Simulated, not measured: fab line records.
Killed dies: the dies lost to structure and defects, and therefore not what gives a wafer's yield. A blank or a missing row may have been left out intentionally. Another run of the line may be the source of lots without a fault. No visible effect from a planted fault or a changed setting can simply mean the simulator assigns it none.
fab line records ; flow sky130
record lots=5; wafers=15; last-day=50
route steps=708 shown METAL1@441 PAD_OPEN@708
lots untouched by any fault: they come from a run of this same line in which no faults occurred
start-h: the number of hours between the record's first day and the start of the first shown wafer of the lot ; wait-h: time in hours since the lot's previous step ; " repeats the value in the row above ; L1.1+2: one row covering several wafers at once ; - value missing, or start not given ; * or withheld: withheld ; < > ~ a bound
route shown NAME@n: names a module that has steps shown in the file, with the first one's number in the route ; usual: average and standard deviation across the fault-free wafers ; same: alike in all rows ; chamber/n: place in a boat ; sites: each site's reading ; _std_site: standard deviation across them ; _edge_site: inner sites' mean taken away from outer sites' mean ; radius-mm: for every site, how far away it sits from the centre of the wafer ; mask NAME#n: copy n ; behind: the last tool/chamber to shape the wafer ; hold: why the lot was held/for how many hours/how that ended ; device: which transistor (n, p or np) failed to switch ; end of line: the tests these same wafers got at the end of their route ; for a step that has no rows: nothing shown but its recipe ; killed: dies that structure and defects cost at the first sort, which is not the same as the wafer's yield ; map: shows each die of a wafer: x if killed, . if not, _ if none is there
set.NAME: setting as actually run; set.NAME@STEP: the setting as run at that earlier step ; model.NAME: the simulator's own value behind a step, which no gauge read
lots at some steps of the route; a table a step, a row a wafer
services: when a tool's chamber went out of use (start-h, in hours from the record's first day, below 0 if earlier), for how many hours, and the reason
## steps
# step SKY_METAL1_DEHYDRATE_07
# recipe temp-c=200; time-s=60
# step SKY_METAL1_HMDS_08
# recipe prime-time-s=60; prime-temp-c=120
# step SKY_METAL1_COAT_09
# recipe resist=BARC; temp-c=withheld; time-s=withheld; spin-rpm=3000; resist-thk-nm=60
# step SKY_METAL1_COAT_10
# recipe resist=KrF-thick; spin-rpm=3000; resist-thk-nm=450
# step SKY_METAL1_SOFTBAKE_11
# recipe temp-c=100; time-s=85.9; resist=KrF-thick
# step SKY_METAL1_EXPOSE_12
# recipe mask-id=MM1; na=0.8; source-shape=annular; sigma-inner=0.55; sigma-outer=0.85; target-cd-nm=140; dose-mj=28
# step SKY_METAL1_PEB_13
# recipe peb-temp-c=withheld; peb-time-s=withheld; resist=KrF-thick
# step SKY_METAL1_DEVELOP_14
# recipe develop-time-s=60; resist=KrF-thick; dev-temp-c=21
# step SKY_METAL1_CD_MEAS_15
# recipe target-cd-nm=140
# usual cd-nm=140.1/1.4
lot.wafer;tool;chamber;start-h;wait-h;cd-nm
L858.1;cd-sem-02;-;811.32;-;140.4
L858.2;cd-sem-02;-;811.32;-;139.8
L858.5;cd-sem-02;-;811.32;-;139.4
L867.2;cd-sem-01;-;912.58;-;139.1
L867.3;cd-sem-01;-;912.58;-;139.4
L867.6;cd-sem-01;-;912.58;-;140.3
L871.2;cd-sem-01;-;913.46;-;141.2
L871.4;cd-sem-01;-;913.46;-;141.3
L871.5;cd-sem-01;-;913.46;-;140.5
L869.1;cd-sem-01;-;914.14;-;139.9
L869.3;cd-sem-01;-;914.14;-;138.1
L869.4;cd-sem-01;-;914.14;-;139.2
L875.2;cd-sem-02;-;928.03;-;142.2
L875.3;cd-sem-02;-;928.03;-;143.1
L875.5;cd-sem-02;-;928.03;-;141.0
# step SKY_METAL1_OVL_MEAS_16
# usual METAL1_OVL=2/4.8
lot.wafer;tool;chamber;start-h;wait-h;METAL1_OVL[nm]
L858.1;overlay-02;-;811.44;0.1;2
L858.2;overlay-02;-;811.44;0.1;5
L858.5;overlay-02;-;811.44;0.1;3
L867.2;overlay-01;-;912.69;0.1;3
L867.3;overlay-01;-;912.69;0.1;-3
L867.6;overlay-01;-;912.69;0.1;7
L871.2;overlay-02;-;913.57;0.1;1
L871.4;overlay-02;-;913.57;0.1;4
L871.5;overlay-02;-;913.57;0.1;-2
L869.1;overlay-02;-;914.26;0.1;4
L869.3;overlay-02;-;914.26;0.1;2
L869.4;overlay-02;-;914.26;0.1;1
L875.2;overlay-01;-;928.14;0.1;2
L875.3;overlay-01;-;928.14;0.1;0
L875.5;overlay-01;-;928.14;0.1;3
# step SKY_METAL1_DESCUM_17
# recipe chemistry=O2; source-power-w=150; bias-power-w=0; pressure-mtorr=10; temp-c=40; time-s=8
# usual drypump-motor-current-A=5.6/0.37; oes-product-au=1.001/0.0087; rf-fwd-power-W=147.0/0.63
lot.wafer;tool;chamber;start-h;wait-h;drypump-motor-current-A;oes-product-au;rf-fwd-power-W;rf-hours-counter-h
L858.1;rie-metal-04;0;811.47;0.0;6.0;0.991;147.7;10
L858.2;rie-metal-04;1;811.47;0.0;5.2;1.003;147.3;0
L858.5;rie-metal-04;1;811.47;0.0;5.2;1.004;146.7;-
L867.2;rie-metal-04;1;912.72;0.0;5.2;1.012;147.2;4
L867.3;rie-metal-04;0;912.72;0.0;6.0;0.988;146.5;-
L867.6;rie-metal-04;0;912.72;0.0;6.0;0.994;147.3;-
L871.2;rie-metal-03;0;913.60;0.0;6.0;0.996;146.5;6
L871.4;rie-metal-03;1;913.60;0.0;5.1;1.003;146.6;-
L871.5;rie-metal-03;1;913.60;0.0;5.1;1.021;146.3;-
L869.1;rie-metal-03;0;914.29;0.0;6.0;0.993;146.9;6
L869.3;rie-metal-03;1;914.29;0.0;5.1;1.013;146.1;-
L869.4;rie-metal-03;0;914.29;0.0;6.0;0.998;147.4;-
L875.2;rie-metal-03;0;928.17;0.0;6.0;0.992;146.7;7
L875.3;rie-metal-03;1;928.17;0.0;5.1;1.018;146.4;-
L875.5;rie-metal-03;0;928.17;0.0;6.0;0.990;146.8;-
# step SKY_METAL1_ETCH_18
# recipe chemistry=N2/H2; target=BARC; ion-energy-ev=200; bias-w=100; pressure-mtorr=30; n2-flow-sccm=100; h2-flow-sccm=200; icp-w=482.9; stop-on=SiO2; time-s=45.9; target-depth-a=600
# usual drypump-motor-current-A=5.7/0.37; oes-product-au=0.856/0.0049; rf-fwd-power-W=478.1/1.9; throttle-valve-pct=13.225/0.0084
lot.wafer;tool;chamber;start-h;wait-h;drypump-motor-current-A;oes-product-au;rf-fwd-power-W;rf-hours-counter-h;throttle-valve-pct
L858.1;rie-metal-04;0;811.50;0.0;6.0;0.856;478.8;10;13.222
L858.2;rie-metal-04;1;811.50;0.0;5.2;0.857;477.3;0;13.234
L858.5;rie-metal-04;1;811.50;0.0;5.2;0.860;477.1;-;13.226
L867.2;rie-metal-04;1;912.75;0.0;5.2;0.848;477.3;4;13.234
L867.3;rie-metal-04;0;912.75;0.0;6.0;0.865;477.9;-;13.232
L867.6;rie-metal-04;0;912.75;0.0;6.0;0.852;478.2;-;13.220
L871.2;rie-metal-03;0;913.63;0.0;6.0;0.852;474.7;6;13.206
L871.4;rie-metal-03;1;913.63;0.0;5.1;0.856;476.4;-;13.211
L871.5;rie-metal-03;1;913.63;0.0;5.1;0.855;475.5;-;13.233
L869.1;rie-metal-03;0;914.32;0.0;6.0;0.857;474.6;6;13.227
L869.3;rie-metal-03;1;914.32;0.0;5.1;0.864;475.7;-;13.226
L869.4;rie-metal-03;0;914.32;0.0;6.0;0.852;476.5;-;13.221
L875.2;rie-metal-03;0;928.20;0.0;6.0;0.851;474.3;7;13.217
L875.3;rie-metal-03;1;928.20;0.0;5.1;0.867;476.3;-;13.228
L875.5;rie-metal-03;0;928.20;0.0;6.0;0.852;472.8;-;13.206
# step SKY_METAL1_METAL_ETCH_19
# recipe target-depth-a=3600; stop-on=SiO2; over-etch-frac=0.3; time-s=78; chemistry=Cl2/BCl3; resist-sidewall-deg=88; pressure-mtorr=10; icp-w=900; bias-w=48.5; Cl2_flow_sccm=60; bcl3-flow-sccm=30
# usual bcl3-flow-sccm=30.01/0.08; drypump-motor-current-A=5.6/0.37; oes-product-au=0.853/0.0052; rf-fwd-power-W=894/3.3; throttle-valve-pct=22.264/0.0088
lot.wafer;tool;chamber;start-h;wait-h;bcl3-flow-sccm;drypump-motor-current-A;oes-product-au;rf-fwd-power-W;rf-hours-counter-h;throttle-valve-pct;model.KrF-thick_of_METAL1_COAT_10.thk-nm;model.METAL1.cd-nm;model.SiO2_of_CONTACT_HDPCVD_02.thk-nm
L858.1;rie-metal-04;0;811.57;0.0;30.12;6.0;0.851;897;10;22.261;165.2;142.3;325.5
L858.2;rie-metal-04;1;811.57;0.0;29.91;5.2;0.847;894;0;22.266;21.84;123.4;320.3
L858.5;rie-metal-04;1;811.57;0.0;30.05;5.2;0.845;898;-;22.271;21.87;123;319.2
L867.2;rie-metal-04;1;912.82;0.0;30.04;5.2;0.855;889;4;22.250;151.1;138.4;324.2
L867.3;rie-metal-04;0;912.82;0.0;30.01;6.0;0.861;890;-;22.245;162.8;140.4;325
L867.6;rie-metal-04;0;912.82;0.0;29.96;6.0;0.854;896;-;22.272;161.8;140.7;324.1
L871.2;rie-metal-03;0;913.69;0.0;30.05;6.0;0.855;888;6;22.278;159.1;142.7;326.1
L871.4;rie-metal-03;1;913.69;0.0;29.97;5.1;0.855;893;-;22.259;154.4;140.1;326.3
L871.5;rie-metal-03;1;913.69;0.0;29.99;5.1;0.852;893;-;22.261;156.9;140;325.4
L869.1;rie-metal-03;0;914.39;0.0;30.12;6.0;0.848;892;6;22.268;164.5;142.8;323.9
L869.3;rie-metal-03;1;914.39;0.0;30.04;5.1;0.858;896;-;22.262;155.9;139.6;326.4
L869.4;rie-metal-03;0;914.39;0.0;29.99;6.0;0.853;889;-;22.254;165.9;140.2;325.9
L875.2;rie-metal-03;0;928.26;0.0;30.09;6.0;0.853;895;7;22.279;162.2;143.2;325
L875.3;rie-metal-03;1;928.26;0.0;29.95;5.1;0.851;897;-;22.259;153;143.2;324.3
L875.5;rie-metal-03;0;928.26;0.0;29.89;6.0;0.849;895;-;22.269;161.9;141.3;326.8
# step SKY_METAL1_STRIP_20
# recipe chemistry=O2/N2; power-w=1400; pressure-mtorr=1500; platen-temp-c=withheld; o2-flow-sccm=3000; n2-flow-sccm=300; overash-fraction=0.5
# usual drypump-motor-current-A=5.6/0.43; oes-product-au=0.344/0.0048; strip-time-to-endpoint-s=2.72/0.041
lot.wafer;tool;chamber;start-h;wait-h;drypump-motor-current-A;oes-product-au;rf-hours-counter-h;strip-time-to-endpoint-s
L858.1;plasma-asher-03;1;811.66;0.1;5.4;0.351;70;2.77
L858.2;plasma-asher-03;0;811.66;0.1;5.2;0.283;70;1.15
L858.5;plasma-asher-03;0;811.66;0.1;5.2;0.272;-;1.15
L867.2;plasma-asher-04;0;912.91;0.1;5.4;0.343;44;2.60
L867.3;plasma-asher-04;0;912.91;0.1;5.4;0.346;-;2.74
L867.6;plasma-asher-04;0;912.91;0.1;5.4;0.343;-;2.74
L871.2;plasma-asher-04;0;913.78;0.1;5.4;0.336;44;2.71
L871.4;plasma-asher-04;1;913.78;0.1;5.6;0.342;-;2.66
L871.5;plasma-asher-04;1;913.78;0.1;5.7;0.342;-;2.68
L869.1;plasma-asher-04;1;914.48;0.1;5.7;0.348;44;2.75
L869.3;plasma-asher-04;1;914.48;0.1;5.7;0.345;-;2.68
L869.4;plasma-asher-04;0;914.48;0.1;5.4;0.350;-;2.77
L875.2;plasma-asher-04;1;928.35;0.1;5.7;0.340;46;2.73
L875.3;plasma-asher-04;0;928.35;0.1;5.4;0.347;-;2.63
L875.5;plasma-asher-04;1;928.35;0.1;5.7;0.341;-;2.74
# step SKY_METAL1_STRIP_21
# recipe chemistry=post-etch-residue-remover; time-s=1200; temp-c=72.5
# step SKY_PAD_OPEN_PROBE_99
lot.wafer;tool;chamber;start-h;wait-h;model.etest.met1.width-nm;model.etest.met1.line-ohm-um
L858.1;prober-02;-;1110.38;0.1;141.8;0.9329
L858.2;prober-02;-;1110.43;0.1;122.4;1.085
L858.5;prober-02;-;1110.58;0.2;123.9;1.064
L867.2;prober-01;-;1186.29;0.1;138.5;0.9256
L867.3;prober-01;-;1186.34;0.2;141.7;0.9217
L867.6;prober-01;-;1186.49;0.2;141.2;0.9238
L871.2;prober-01;-;1187.92;0.1;141.5;0.9193
L871.4;prober-01;-;1188.02;0.2;139.1;0.9159
L871.5;prober-01;-;1188.07;0.2;137.1;0.9481
L869.1;prober-02;-;1190.73;0.1;142.1;0.9058
L869.3;prober-02;-;1190.83;0.2;144.1;0.8934
L869.4;prober-02;-;1190.88;0.2;142.2;0.8931
L875.2;prober-02;-;1193.88;0.1;141.9;0.9071
L875.3;prober-02;-;1193.93;0.2;142.3;0.9092
L875.5;prober-02;-;1194.03;0.2;139.7;0.9151
# killed by level:class
L867.2 METAL1:geometric-particle:short=8 CONTACT:geometric-particle:open=7 VIA2:geometric-particle:open=7 VIA1:geometric-particle:open=6 POLY_GATE:geometric-particle:short=5 LI_CONTACT:geometric-particle:open=5 FIELD_ISO:geometric-particle:open=4 CONTACT:geometric-particle:short=4
L867.3 VIA1:geometric-particle:open=13 LOCAL_INTERCONNECT:geometric-particle:short=8 LI_CONTACT:geometric-particle:open=7 FIELD_ISO:geometric-particle:open=6 METAL2:geometric-particle:short=6 VIA3:geometric-particle:short=6 VIA2:geometric-particle:short=5 VIA3:geometric-particle:open=5
L867.6 VIA3:geometric-particle:open=12 CONTACT:geometric-particle:open=11 VIA1:geometric-particle:open=11 FIELD_ISO:geometric-particle:open=7 METAL2:geometric-particle:short=7 VIA2:geometric-particle:open=6 LI_CONTACT:geometric-particle:open=6 VIA3:geometric-particle:short=5
L871.2 LI_CONTACT:geometric-particle:open=13 VIA1:geometric-particle:open=7 FIELD_ISO:geometric-particle:open=6 CONTACT:geometric-particle:open=6 VIA3:geometric-particle:open=6 FIELD_ISO:geometric-particle:short=5 VIA1:geometric-particle:short=5 VIA2:geometric-particle:open=5
L871.4 VIA1:geometric-particle:open=12 CONTACT:geometric-particle:open=11 VIA2:geometric-particle:open=7 VIA1:geometric-particle:short=7 FIELD_ISO:geometric-particle:open=6 VIA3:geometric-particle:open=5 METAL4:geometric-particle:short=4 LI_CONTACT:geometric-particle:open=4
L871.5 VIA1:geometric-particle:open=12 CONTACT:geometric-particle:open=9 POLY_GATE:geometric-particle:short=6 METAL2:geometric-particle:short=6 VIA1:geometric-particle:short=5 VIA2:geometric-particle:open=5 METAL3:geometric-particle:short=5 FIELD_ISO:geometric-particle:short=4
L869.1 VIA1:geometric-particle:open=9 POLY_GATE:geometric-particle:short=7 CONTACT:geometric-particle:open=7 LI_CONTACT:geometric-particle:open=6 VIA1:geometric-particle:short=6 VIA2:geometric-particle:open=6 CONTACT:geometric-particle:short=4 METAL1:geometric-particle:short=4
L869.3 VIA1:geometric-particle:open=12 VIA3:geometric-particle:open=7 POLY_GATE:geometric-particle:open=6 LI_CONTACT:geometric-particle:open=6 CONTACT:geometric-particle:short=6 METAL4:geometric-particle:short=4 POLY_GATE:geometric-particle:short=4 LOCAL_INTERCONNECT:geometric-particle:short=4
L869.4 CONTACT:geometric-particle:open=12 LI_CONTACT:geometric-particle:open=10 VIA1:geometric-particle:open=10 METAL1:geometric-particle:short=6 VIA3:geometric-particle:open=5 POLY_GATE:geometric-particle:open=4 METAL2:geometric-particle:short=4 METAL1:geometric-particle:open=4
L875.2 CONTACT:geometric-particle:open=12 VIA1:geometric-particle:open=10 LI_CONTACT:geometric-particle:open=8 CONTACT:geometric-particle:short=7 LOCAL_INTERCONNECT:geometric-particle:short=5 METAL3:geometric-particle:short=5 VIA2:geometric-particle:open=5 VIA3:geometric-particle:open=5
L875.3 VIA1:geometric-particle:open=12 CONTACT:geometric-particle:open=8 POLY_GATE:geometric-particle:open=6 VIA2:geometric-particle:open=6 VIA1:geometric-particle:short=5 METAL4:geometric-particle:short=5 METAL3:geometric-particle:short=5 LOCAL_INTERCONNECT:geometric-particle:short=5
L875.5 VIA1:geometric-particle:open=10 METAL2:geometric-particle:short=8 VIA2:geometric-particle:open=7 VIA1:geometric-particle:short=6 POLY_GATE:geometric-particle:short=5 LI_CONTACT:geometric-particle:open=5 LOCAL_INTERCONNECT:geometric-particle:short=5 CONTACT:geometric-particle:open=5
## services
tool;chamber;start-h;hours;kind
rie-metal-03;0;823.52;9.1;repair
rie-metal-03;-;832.23;2.8;pm
rie-metal-03;0;846.88;17.2;repair
plasma-asher-03;-;863.21;1.4;repair
rie-metal-04;-;912.91;2.8;pm
## key
first-sign step=SKY_METAL1_STRIP_20; reading=strip-time-to-endpoint-s; direction=down; sigmas=39; usual=*; struck=*
effect step=SKY_METAL1_STRIP_20; reading=oes-product-au; direction=down; sigmas=14; usual=0.344; struck=0.277
model-effect step=SKY_METAL1_METAL_ETCH_19; value=KrF-thick_of_METAL1_COAT_10.thk-nm; without=159.2; struck=21.85
model-effect step=SKY_PAD_OPEN_PROBE_99; value=etest.met1.width-nm; without=139.1; struck=123.1
met-at SKY_METAL1_METAL_ETCH_19
struck-wafers L858.2,L858.5
sort-left-out L858.2,L858.5
fault kind=process-parameter-drift; tool=rie-metal-04; chamber=1; onset-h=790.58; steps=SKY_METAL1_METAL_ETCH_19; channel=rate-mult; offset=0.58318; shape=step; end-h=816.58
# sort-left-out: the simulated sort isn't trusted on such a fault, so these wafers' sort isn't shown, and their yield isn't known
